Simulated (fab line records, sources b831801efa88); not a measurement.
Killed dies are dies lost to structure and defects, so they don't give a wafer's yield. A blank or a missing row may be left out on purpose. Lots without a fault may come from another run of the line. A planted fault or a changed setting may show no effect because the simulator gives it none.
Which tool did it? | flow gf180mcu | 13 lots, 39 wafers sampled, at 1 step of a route of 602

WHAT THE GAUGES READ, wafer by wafer
GF_M3_OVL_MEAS_15. Usual: M3_OVL -1 nm, standard deviation 5.2.
lot  | measured     | on         | M3_OVL (nm) | flag
L609 | day 21 13:37 | overlay-02 | 1 -8 -2     |
L610 | day 21 22:46 | overlay-01 | -5 -7 -9    |
L611 | day 22 07:16 | overlay-02 | -9 -8 0     |
L617 | day 24 08:50 | overlay-01 | -3 2 4      |
L620 | day 25 04:19 | overlay-02 | 1 0 0       |
L622 | day 25 19:13 | overlay-02 | -2 -7 -5    |
L623 | day 26 04:40 | overlay-02 | 8 7 8       |
L626 | day 27 03:34 | overlay-02 | 8 2 8       |
L628 | day 27 21:19 | overlay-02 | -11 -6 -8   |
L629 | day 27 23:25 | overlay-02 | 6 6 5       |
L630 | day 28 08:13 | overlay-01 | -3 4 -1     |
L631 | day 28 10:34 | overlay-01 | -7 4 -8     |
L632 | day 28 19:28 | overlay-01 | 3 1 -5      |

WHICH TOOL RAN EACH LOT (tool, then ch and the chambers of the sampled wafers, then the start)
The record holds no process step before these readings.

WHAT THE TOOLS THEMSELVES READ (means of the sampled wafers that have a number; where no wafer has one, the mark that the record gives instead)
The record holds no such reading with a usual standard deviation.

THE ANSWER, worked out from the rows above alone
Rule: a lot is off if the mean of its wafers that have a number lies more than 3 standard deviations from the usual mean. A lot without any number at a reading at which 4 lots or more have one is off too. The other lots that the step has rows for count as sound. The gauges are gone through in route order, then the tools' own readings, and for those a lot's mean is taken as printed above. The first step at which some lot is off is used, and at that step the reading that is off furthest; a lot without a number counts as furthest.
No lot is off at any reading shown: from this, nothing can be told.

WHAT THE SIMULATOR HAD PUT IN
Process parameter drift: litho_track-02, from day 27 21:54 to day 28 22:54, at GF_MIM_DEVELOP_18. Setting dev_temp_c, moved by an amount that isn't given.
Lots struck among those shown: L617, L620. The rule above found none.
